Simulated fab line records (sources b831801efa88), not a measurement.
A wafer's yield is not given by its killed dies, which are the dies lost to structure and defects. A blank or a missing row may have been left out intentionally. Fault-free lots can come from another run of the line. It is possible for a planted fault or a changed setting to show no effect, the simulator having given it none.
Chamber matching | flow sky130 | cmp-01 running SKY_VIA4_CMP_21: 4 sister chambers
The step polishes, stops on SiO2, t overpolish 25 s, target thk 0 nm. 4 wafers are shown with their chamber, then 9 later ones without.

WAFERS PAIRED WITH THEIR CHAMBERS
wafer  | chamber | motorCurrentA (A)
L435.2 | 2       | 8.7
L436.2 | 3       | 10.3
L436.3 | 1       | 9.9
L436.6 | 0       | 11.9

WAFERS WHOSE CHAMBER IS MISSING
wafer  | motorCurrentA (A)
L437.1 | 10.3
L437.3 | 13.0
L437.4 | 10.6
L440.1 | 11.8
L440.3 | 8.6
L440.5 | 10.2
L443.1 | 8.2
L443.2 | 11.6
L443.6 | 10.2

WHICH CHAMBER EACH ONE RAN IN
wafer  | from the rows above     | in truth
L437.1 | can't be placed: 3 or 1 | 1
L437.3 | 0                       | 0
L437.4 | can't be placed: 3 or 1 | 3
L440.1 | 0                       | 0
L440.3 | 2                       | 2
L440.5 | can't be placed: 3 or 1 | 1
L443.1 | 2                       | 2
L443.2 | 0                       | 0
L443.6 | can't be placed: 3 or 1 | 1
Correct placement for 5 of the 9. These rows do not allow placing 4 (true chamber among the candidates in 4). 0 placed wrongly.
How it was worked out, from the rows above alone: a wafer's distance from a chamber is the root of the sum, over the readings, of the square of ((its reading less the chamber's mean) divided by the reading's scatter). If the next closest chamber is less than 2 further off than the closest, the wafer can't be placed; otherwise it belongs to the closest. Each chamber's mean is taken over the wafers shown for it. The scatter: root of mean squared gap, hidden wafer to nearest shown wafer, with one shown wafer a chamber.
